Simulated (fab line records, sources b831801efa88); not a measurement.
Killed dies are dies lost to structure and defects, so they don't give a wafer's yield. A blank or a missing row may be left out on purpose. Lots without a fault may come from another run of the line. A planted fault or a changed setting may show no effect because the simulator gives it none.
A struck lot beside a sound one | flow sky130 | 34 steps out of a route of 708
Sound: wafers L327.1, L327.3, L327.6. Struck: wafer L337.6. (L337.1, L337.2 of the same lot were not struck and are left out.) The cause comes at the end.
At each step with rows: each side's tool, then ch and its chambers, then its first start. Under that, the readings that differ: sound wafers | struck wafers | difference of the means | sigmas: that difference in standard deviations of wafers without a fault.
alike: readings whose means differ by less than 2 such deviations, and words and numbers that are the same on both sides. not compared: withheld readings, readings that some wafer has no value for, bounds like >300 that may hide the same value, and numbers for which the record gives no deviation and whose values overlap.
The two part at a step that has a row with sigmas, a row that says differs or no value, or rows on one side only. Numbers that don't overlap but have no deviation are shown without sigmas and don't part them. A reading that every wafer of one side lacks parts them only if that side has two wafers or more.

first, 1 step without rows for these wafers: SKY_METAL1_DEVELOP_14 (develop time 60 s).
SKY_METAL1_CD_MEAS_15: target cd 140 nm.
  sound on cd_sem-02, day 32 09:52; struck on cd_sem-02, day 36 06:10
  alike: cd_nm
SKY_METAL1_OVL_MEAS_16:
  sound on overlay-01, day 32 09:59; struck on overlay-01, day 36 06:17
  alike: METAL1_OVL
then, 1 step without rows for these wafers: SKY_METAL1_DESCUM_17 (chemistry O2, time 8 s).
SKY_METAL1_ETCH_18: etches BARC in N2/H2, stops on SiO2, time 45.9 s, target depth 60 nm.
  sound on rie_metal-03 ch 0,1, day 32 10:03; struck on rie_metal-01 ch 1, day 36 06:21
  alike: chamber_pressure_mTorr, drypump_motor_current_A, oes_product_au, throttle_valve_pct
  not compared: rf_hours_counter_h
SKY_METAL1_METAL_ETCH_19: etches the open film in Cl2/BCl3, stops on SiO2, target depth 360 nm, time 78 s.
  sound on rie_metal-03 ch 0,1, day 32 10:07; struck on rie_metal-01 ch 1, day 36 06:25
  reading                | sound                | struck | difference | sigmas
  throttle_valve_pct (%) | 22.260 22.272 22.271 | 22.246 | -0.022     | -2
  alike: bcl3_flow_sccm, chamber_pressure_mTorr, drypump_motor_current_A, mfc_cl2_sccm, oes_product_au
  not compared: rf_hours_counter_h
then, 5 steps without rows for these wafers: SKY_METAL1_STRIP_20 (strips in O2/N2); SKY_METAL1_STRIP_21 (strips in post etch residue remover, time 1200 s); SKY_METAL1_CLEAN_22 (cleans in IPA, time 180 s); SKY_METAL1_CLEAN_23 (cleans in O3/DIW); SKY_VIA1_HDPCVD_00 (deposits SiO2, target thk 1030 nm, time 171.7 s).
SKY_VIA1_THK_MEAS_01:
  sound on film_metro-02, day 32 10:55; struck on film_metro-02, day 36 07:13
  alike: VIA1_HDPCVD_THK
SKY_VIA1_CMP_02: polishes SiO2.
  sound on cmp-02 ch 0,1,2, day 32 11:01; struck on cmp-01 ch 1, day 36 07:16
  reading                                  | sound           | struck | difference | sigmas
  model.SiO2_of_VIA1_HDPCVD_00.thk_nm (nm) | 345.7 347.7 348 | 380.5  | +33.4      |
  alike: motor_current_A, slurry_filter_dp_kPa
SKY_VIA1_BOW_MEAS_03:
  sound on film_metro-02, day 32 11:16; struck on film_metro-02, day 36 07:34
  alike: VIA1_BOW
then, 8 steps without rows for these wafers: SKY_VIA1_DEHYDRATE_04 (time 60 s); SKY_VIA1_HMDS_05 (prime time 60 s); SKY_VIA1_COAT_06 (resist thk 60 nm); SKY_VIA1_COAT_07 (resist thk 450 nm); SKY_VIA1_SOFTBAKE_08 (time 90 s); SKY_VIA1_EXPOSE_09 (exposes mask VIM, target cd 150 nm); SKY_VIA1_PEB_10; SKY_VIA1_DEVELOP_11 (develop time 60 s).
SKY_VIA1_CD_MEAS_12: target cd 150 nm.
  sound on cd_sem-01, day 33 13:46; struck on cd_sem-02, day 37 09:16
  alike: cd_nm
SKY_VIA1_OVL_MEAS_13:
  sound on overlay-02, day 33 13:53; struck on overlay-02, day 37 09:23
  alike: VIA1_OVL
then, 2 steps without rows for these wafers: SKY_VIA1_ETCH_14 (etches BARC in N2/H2, stops on SiO2, time 45.9 s, target depth 60 nm); SKY_VIA1_ETCH_15 (etches SiO2 in C4F8/O2/Ar, stops on TiN, target depth 351 nm, time 54 s).
SKY_VIA1_STRIP_16: strips in O2/N2.
  sound on plasma_asher-04 ch 0,1, day 33 14:01; struck on plasma_asher-01 ch 0, day 37 09:31
  reading                        | sound                | struck | difference | sigmas
  chamber_pressure_mTorr (mTorr) | 1499.8 1501.1 1501.9 | 1498.0 | -2.9       | -2
  alike: drypump_motor_current_A, oes_product_au, strip_time_to_endpoint_s
  not compared: rf_hours_counter_h
then, 3 steps without rows for these wafers: SKY_VIA1_STRIP_17 (strips in post etch residue remover, time 1200 s); SKY_VIA1_CLEAN_18 (cleans in IPA, time 180 s); SKY_VIA1_CLEAN_19 (cleans in O3/DIW).
SKY_VIA1_SPUTTER_20: material TiN, target thk 20 nm, time 80 s.
  sound on pvd_sputter-04, day 33 14:37; struck on pvd_sputter-04, day 37 10:08
  alike: throttle_valve_pct
SKY_VIA1_CVD_21: deposits W, target thk 270 nm, time 80.902 s.
  sound on cvd_w-01 ch 0, day 33 14:41; struck on cvd_w-01 ch 1, day 37 10:12
  alike: heater_power_w
SKY_VIA1_CMP_24: polishes, stops on SiO2, t overpolish 15 s, target thk 0 nm.
  sound on cmp-02 ch 1,2,3, day 33 14:57; struck on cmp-02 ch 0, day 37 10:28
  reading                                  | sound             | struck | difference | sigmas
  model.SiO2_of_VIA1_HDPCVD_00.thk_nm (nm) | 342.6 344.5 344.8 | 377.3  | +33.3      |
  alike: motor_current_A, slurry_filter_dp_kPa
then, 1 step without rows for these wafers: SKY_METAL2_SPUTTER_00 (material Ti, target thk 15 nm, time 10 s).

WHERE THEY PART
First at SKY_METAL1_METAL_ETCH_19; last, within this record, at SKY_VIA1_STRIP_16. Later steps at which nothing parts them and some readings are alike: SKY_VIA1_SPUTTER_20, SKY_VIA1_CVD_21, SKY_VIA1_CMP_24.

WHY: what the simulator had put in
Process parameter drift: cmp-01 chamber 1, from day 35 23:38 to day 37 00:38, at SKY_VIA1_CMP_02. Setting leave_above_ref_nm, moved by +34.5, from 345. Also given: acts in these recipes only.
